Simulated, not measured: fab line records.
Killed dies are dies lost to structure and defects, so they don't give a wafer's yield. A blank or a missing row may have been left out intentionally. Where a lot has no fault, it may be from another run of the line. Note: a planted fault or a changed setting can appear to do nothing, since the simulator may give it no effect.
A struck lot beside a sound one || flow sky130 || 17 steps out of a route of 708
Sound: the wafers L985.1, L985.2, L985.4. Wafers L988.1, L988.4, L988.5 were the ones struck. The cause comes at the end.
At each step with rows: each side's tool, then ch and its chambers, then its first start. Under that, the readings that differ: sound wafers || struck wafers || difference of the means || sigmas: that difference in standard deviations of wafers without a fault.
alike: a reading whose means differ by less than 2 such deviations, as well as words and numbers matching on both sides. not compared: withheld readings; readings where some wafer has no value; bounds like >300 that might hide an equal value; numbers whose values overlap and for which the record gives no deviation.
Wherever a step has rows on one side only, a row that says differs or no value, or a row with sigmas, the two part there. Numbers that don't overlap but have no deviation are shown without sigmas and don't part them. Lack of a reading on every wafer of one side parts them only where that side has two or more wafers.

SKY_VT_ADJUST_LVTN_OVL_MEAS_07:
  sound on overlay-02, day 9 19:37; struck on overlay-02, day 10 21:10
  alike: VT_ADJUST_LVTN_OVL
following that, these wafers have no rows for 1 step: SKY_VT_ADJUST_LVTN_IMPLANT_08.
SKY_VT_ADJUST_LVTN_STRIP_09: strips in O2/N2.
  sound on plasma asher-01 ch 0,1, day 9 19:48; struck on plasma asher-03 ch 0, day 10 21:21
  alike: drypump motor current A, o2 flow sccm, oes product au, strip time to endpoint s
  not compared: rf hours counter h
SKY_VT_ADJUST_LVTN_TW_MEAS_10:
  sound on film metro-04, day 9 19:54; struck on film metro-01, day 10 21:27
{"reading": "VT_ADJUST_LVTN_TW", "sound": "238.6 237.9 237.7", "struck": "244.0 243.0 243.4", "difference": "+5.4", "sigmas": "+2"}
then, 7 steps without rows for these wafers: SKY_VT_ADJUST_LVTN_DEHYDRATE_11 (time 60 s); SKY_VT_ADJUST_LVTN_HMDS_12 (prime time 60 s); SKY_VT_ADJUST_LVTN_COAT_13 (resist thk 1140 nm); SKY_VT_ADJUST_LVTN_SOFTBAKE_14 (time 60 s); SKY_VT_ADJUST_LVTN_EXPOSE_15 (exposes mask HVN STD DERIVED, target cd 600 nm); SKY_VT_ADJUST_LVTN_PEB_16; SKY_VT_ADJUST_LVTN_DEVELOP_17 (develop time 60 s).
SKY_VT_ADJUST_LVTN_OVL_MEAS_18:
  sound on overlay-02, day 10 18:37; struck on overlay-02, day 11 20:34
{"reading": "VT_ADJUST_LVTN_01_OVL (nm)", "sound": "-1.1 -3.0 -2.4", "struck": "1.2 1.3 0.5", "difference": "+3.2", "sigmas": "+2"}
SKY_VT_ADJUST_LVTN_IMPLANT_19:
  sound on implanter-03 ch 0, day 10 18:39; struck on implanter-01 ch 0, day 11 20:36
  alike: end station pressure torr
SKY_VT_ADJUST_LVTN_STRIP_20: strips in O2/N2.
  sound on plasma asher-04 ch 0,1, day 10 18:48; struck on plasma asher-03 ch 0,1, day 11 20:45
  alike: drypump motor current A, o2 flow sccm, oes product au, strip time to endpoint s
  not compared: rf hours counter h
SKY_VT_ADJUST_LVTN_TW_MEAS_21:
  sound on film metro-02, day 10 18:54; struck on film metro-01, day 11 20:51
{"reading": "VT_ADJUST_LVTN_2_TW", "sound": "188.7 186.1 186.6", "struck": "179.5 179.9 180.2", "difference": -7.3, "sigmas": -4}
then, 1 step without rows for these wafers: SKY_VT_ADJUST_NCORE_DEHYDRATE_00 (time 60 s).
-- a jump in the record: the struck wafers' starts before and after are 38 days apart (it breaks off in module VT_ADJUST_NCORE and resumes in module PAD_OPEN, where the first step shown is number 708 of the route) --
SKY_PAD_OPEN_PROBE_99:
  sound on prober-01, day 48 12:38; struck on prober-01, day 49 09:21
{"reading": "model.etest.res pwell under gate.rs ohm sq", "sound": "2286 2288 2293", "struck": "2300 2320 2298", "difference": "+17", "sigmas": ""}
{"reading": "model.etest.nfet g5v0d10v5.body rise v (V)", "sound": "0.6826 0.6761 0.6755", "struck": "0.6683 0.6659 0.6643", "difference": -0.0119, "sigmas": ""}
{"reading": "model.etest.nfet_16v.body rise v (V)", "sound": "0.6763 0.6695 0.6692", "struck": "0.6605 0.6604 0.6578", "difference": -0.0121, "sigmas": ""}
  alike: killed_at_M0_to_M3, killed_at_M4_up, killed at contacts, killed at front end, killed at other, killed dies, killed open, killed short
  not compared: model.etest.tip_n_5v.rs ohm sq range, model.etest.nfet g5v0d10v5.vt sat v, model.etest.nfet g5v0d10v5.vt v range

== WHERE THEY PART ==
Last at SKY_VT_ADJUST_LVTN_TW_MEAS_21 as far as this record goes, first at SKY_VT_ADJUST_LVTN_TW_MEAS_10. Later steps at which nothing parts them and some readings are alike: SKY_PAD_OPEN_PROBE_99.

WHY: what had been put in by the simulator
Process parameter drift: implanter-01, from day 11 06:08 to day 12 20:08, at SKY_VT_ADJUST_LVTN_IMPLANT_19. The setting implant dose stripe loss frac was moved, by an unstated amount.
